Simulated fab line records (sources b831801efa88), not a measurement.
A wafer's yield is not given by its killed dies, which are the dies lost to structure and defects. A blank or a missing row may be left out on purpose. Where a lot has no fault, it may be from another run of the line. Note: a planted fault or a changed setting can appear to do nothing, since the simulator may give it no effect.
The same fault as seen by 2 desks	flow sky130	what lay behind the numbers comes last; until then each desk has only its own

== FOR THE TOOL OWNER'S DESK: furnace-01 ==
The tool's own readings at SKY_FIELD_ISO_OXIDATION_22 (stabilise 600 s, purge 300 s, target thk 10 nm): means of the sampled wafers that have a number, for each lot that ran on this tool. Marked OUT: a lot whose mean sits more than 4 standard deviations from the usual mean, which makes it out of limits; the brackets give that distance.
Columns: A = spikeTcUpperC at SKY_FIELD_ISO_OXIDATION_22, usual 951.2 C
lot	first seen here	A
L239	day 2 12:11	951.2
L243	day 3 08:56	953.5
L250	day 4 21:15	951.7
L251	day 5 02:41	951.5
This desk found nothing out of limits on any of the 4 lots.

== THE METROLOGY DESK ==
What the gauges read, lot by lot, whatever tool the lot ran on: means of the sampled wafers that have a number. Marked OUT: a lot whose mean sits more than 4 standard deviations from the usual mean, which makes it out of limits; the brackets give that distance.
Columns: A = cdNm at SKY_FIELD_ISO_CD_MEAS_13, usual 149.8 nm; B = FIELD_ISO_OXIDATION_01_THK at SKY_FIELD_ISO_THK_MEAS_23, usual 10.06 nm; C = FIELD_ISO_CVD_24_THK at SKY_FIELD_ISO_THK_MEAS_25, usual 597 nm; D = NWELL_OXIDATION_THK at SKY_NWELL_THK_MEAS_02, usual 10.07 nm; E = DNWELL_TW at SKY_DNWELL_TW_MEAS_09, usual 1122; F = PWDE_OVL at SKY_PWDE_OVL_MEAS_07, usual 1.1 nm
lot	first seen here	A	B	C	D	E	F
L239	day 2 10:40	151.8	10.23	605	10.46	1118	0.2
L240	day 2 16:11	151.2	9.73	602	10.01	1116	2.4
L242	day 3 02:30	150.3	9.91	604	10.32	1114	-0.1
L243	day 3 06:21	146.9	10.43	593	10.30	1122	1.0
L250	day 4 19:39	147.6	9.91	607	10.07	1130	-0.7
L251	day 5 00:45	148.8	9.82	598	10.02	1116	1.3
This desk found nothing out of limits on any of the 6 lots.

== ALL TOGETHER ==
The desk of the tool owner found nothing out of limits.
Metrology desk: nothing out of limits seen.

== WHAT THE SIMULATOR HAD PUT IN ==
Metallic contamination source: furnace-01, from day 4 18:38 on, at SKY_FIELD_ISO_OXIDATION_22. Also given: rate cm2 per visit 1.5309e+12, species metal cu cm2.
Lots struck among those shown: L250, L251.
